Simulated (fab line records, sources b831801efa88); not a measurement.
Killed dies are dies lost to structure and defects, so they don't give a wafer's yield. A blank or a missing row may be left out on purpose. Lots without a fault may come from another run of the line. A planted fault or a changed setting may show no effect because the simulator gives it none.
Split-lot experiment | flow sky130 | 5 lots, 23 wafers read, on a route of 708 steps

THE SPLIT
At SKY_VT_ADJUST_HVTR_IMPLANT_09, the setting dose_cm2 was moved away from the recipe's 2.1e+12 on 11 of the 23 wafers read, by -5.0% to +3.7%. The other wafers ran this setting at the recipe's value.

FROM THE SPLIT TO THE READING: what the file shows between them, 1 step
- SKY_VT_ADJUST_HVTR_STRIP_10: strips in O2/N2

THE READING
VT_ADJUST_HVTR_TW, at SKY_VT_ADJUST_HVTR_TW_MEAS_11. Fault-free wafers of this fab line usually give 211.3, standard deviation 1.1.

wafer  | tool, chamber at the split | dose_cm2 as run | against the recipe | VT_ADJUST_HVTR_TW | against lot-mates on the recipe
L074.1 | implanter-01, 0            | 2.178e+12       | +3.7%              | 211.2             | +1.2
L074.2 | implanter-01, 0            | 2.1e+12         | recipe             | 209.7             | -
L074.3 | implanter-01, 0            | 2.178e+12       | +3.7%              | 211.4             | +1.4
L074.4 | implanter-01, 0            | 2.1e+12         | recipe             | 210.3             | -
L074.5 | implanter-01, 0            | 2.178e+12       | +3.7%              | 210.9             | +0.9
L076.1 | implanter-01, 0            | 2.1e+12         | recipe             | 208.9             | -
L076.2 | implanter-01, 0            | 2.1e+12         | recipe             | 209.3             | -
L076.3 | implanter-01, 0            | 2.1e+12         | recipe             | 209.1             | -
L076.5 | implanter-01, 0            | 1.994e+12       | -5.0%              | 206.9             | -2.2
L076.6 | implanter-01, 0            | 1.994e+12       | -5.0%              | 206.6             | -2.5
L081.1 | implanter-01, 0            | 2.04e+12        | -2.9%              | 210.3             | -1.9
L081.2 | implanter-01, 0            | 2.1e+12         | recipe             | 212.2             | -
L081.3 | implanter-01, 0            | 2.1e+12         | recipe             | 212.3             | -
L081.5 | implanter-01, 0            | 2.04e+12        | -2.9%              | 210.5             | -1.8
L081.6 | implanter-01, 0            | 2.04e+12        | -2.9%              | 210.4             | -1.8
L083.2 | implanter-04, 0            | 2.1e+12         | recipe             | 211.7             | -
L083.3 | implanter-04, 0            | 2.013e+12       | -4.1%              | 209.6             | -2.2
L083.4 | implanter-04, 0            | 2.013e+12       | -4.1%              | 209.5             | -2.3
L083.5 | implanter-04, 0            | 2.1e+12         | recipe             | 212.0             | -
L083.6 | implanter-04, 0            | 2.013e+12       | -4.1%              | 208.5             | -3.3
L084.1 | implanter-01, 0            | 2.1e+12         | recipe             | 212.0             | -
L084.2 | implanter-01, 0            | 2.1e+12         | recipe             | 212.0             | -
L084.5 | implanter-01, 0            | 2.1e+12         | recipe             | 212.1             | -

THE FIT
A straight line over all 23 wafers: VT_ADJUST_HVTR_TW changes by +0.389 for each +1% of dose_cm2; r = +0.63; the points scatter about the line by 1.3.
The same after taking each lot's own level away (the mean of its wafers on the recipe; 23 wafers): +0.482 for each +1%; r = +0.96; scatter 0.39.
On that fit, the largest move of dose_cm2 shifts the reading by 2.4.
The lots' own levels span 209.10 to 212.25, that is 2.9 times the standard deviation above.
So the lot-to-lot level blurs the effect unless lot-mates are compared.
Check: with one of the wafers moved furthest among these (-5.0%) left out of the fit, the line predicts -2.74 for it against its lot-mates. It came out at -2.2 against them.

OTHER SPLITS ON THESE WAFERS
These wafers also went through other splits before the reading. Each is held against what the fit with the lots' levels taken away leaves over:
other split on the same wafers                | wafers away from the commonest value | r with VT_ADJUST_HVTR_TW (lot level and that fit taken away)
SKY_FIELD_ISO_OXIDATION_01 temp_c             | 18                                   | +0.17
SKY_FIELD_ISO_STRIP_16 power_w                | 5                                    | -0.11
SKY_PWDE_IMPLANT_08 energy_kev                | 4                                    | +0.07
SKY_NWELL_IMPLANT_11 dose_cm2                 | 8                                    | +0.32
SKY_NWELL_SOFTBAKE_19 temp_c                  | 5                                    | -0.03
SKY_NWELL_DEVELOP_22 dev_temp_c               | 10                                   | +0.03
SKY_VT_ADJUST_HVTP_EXPOSE_04 dose_mj          | 7                                    | -0.37
SKY_VT_ADJUST_NCORE_DEVELOP_06 develop_time_s | 7                                    | -0.28
SKY_VT_ADJUST_HVTR_COAT_02 spin_rpm           | 9                                    | +0.02

THE FILE'S OWN FIT
VT_ADJUST_HVTR_TW changes by +0.498 for each +1% of dose_cm2, r = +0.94.
